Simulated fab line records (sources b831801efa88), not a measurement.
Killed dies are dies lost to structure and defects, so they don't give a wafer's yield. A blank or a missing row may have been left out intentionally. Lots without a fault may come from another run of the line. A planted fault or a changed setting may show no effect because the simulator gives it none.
Chamber matching + flow sky130 + rieDiel-04 running SKY_POLY_GATE_ETCH_16: 4 sister chambers
The step etches Si3N4 in CH3F/O2, stops on poly-Si, time 147.5 s, target depth 75 nm. 8 wafers are shown with their chamber, then 8 later ones without.

== WAFERS WITH THEIR CHAMBER ==
| wafer  | chamber | ch3fFlowSccm (sccm) | oesProductAu (a.u.) |
|--------|---------|---------------------|---------------------|
| L156.6 | 1       | 39.96               | 0.642               |
| L168.2 | 0       | 39.92               | 0.634               |
| L168.3 | 1       | 40.01               | 0.651               |
| L168.4 | 3       | 39.91               | 0.641               |
| L172.1 | 3       | 40.00               | 0.635               |
| L172.2 | 0       | 40.41               | 0.651               |
| L172.4 | 2       | 39.98               | 0.645               |
| L173.1 | 2       | 39.78               | 0.645               |

== WAFERS WITHOUT THEIR CHAMBER ==
| wafer  | ch3fFlowSccm (sccm) | oesProductAu (a.u.) |
|--------|---------------------|---------------------|
| L173.2 | 39.97               | 0.646               |
| L173.5 | 40.03               | 0.637               |
| L175.1 | 39.88               | 0.635               |
| L175.3 | 40.12               | 0.625               |
| L175.6 | 40.08               | 0.638               |
| L177.1 | 39.97               | 0.643               |
| L177.2 | 40.20               | 0.642               |
| L177.4 | 39.94               | 0.638               |

== WHICH CHAMBER EACH ONE RAN IN ==
| wafer  | from the rows above               | in truth |
|--------|-----------------------------------|----------|
| L173.2 | can't be placed: 1 or 2 or 3 or 0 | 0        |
| L173.5 | can't be placed: 3 or 0 or 1 or 2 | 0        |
| L175.1 | can't be placed: 3 or 2 or 1 or 0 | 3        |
| L175.3 | can't be placed: 3 or 0 or 2 or 1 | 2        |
| L175.6 | can't be placed: 3 or 0 or 1 or 2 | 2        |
| L177.1 | can't be placed: 1 or 2 or 3 or 0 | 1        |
| L177.2 | can't be placed: 0 or 1 or 3 or 2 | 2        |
| L177.4 | can't be placed: 3 or 2 or 1 or 0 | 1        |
0 of 8 placed correctly. Cannot be placed on the basis of these rows: 8; the candidates contain the true chamber in 8. 0 placed wrongly.
How it was worked out, from the rows above alone: a wafer's distance from a chamber is the root of the sum, over the readings, of the square of ((its reading less the chamber's mean) divided by the reading's scatter). The wafer belongs to the nearest chamber; if the next one is less than 2 further off, it can't be placed. The mean given for a chamber averages the wafers shown for that chamber. The scatter: take each reading less its chamber's mean, square it, sum over the shown wafers, divide by the number of wafers less the number of chambers, and take the root.
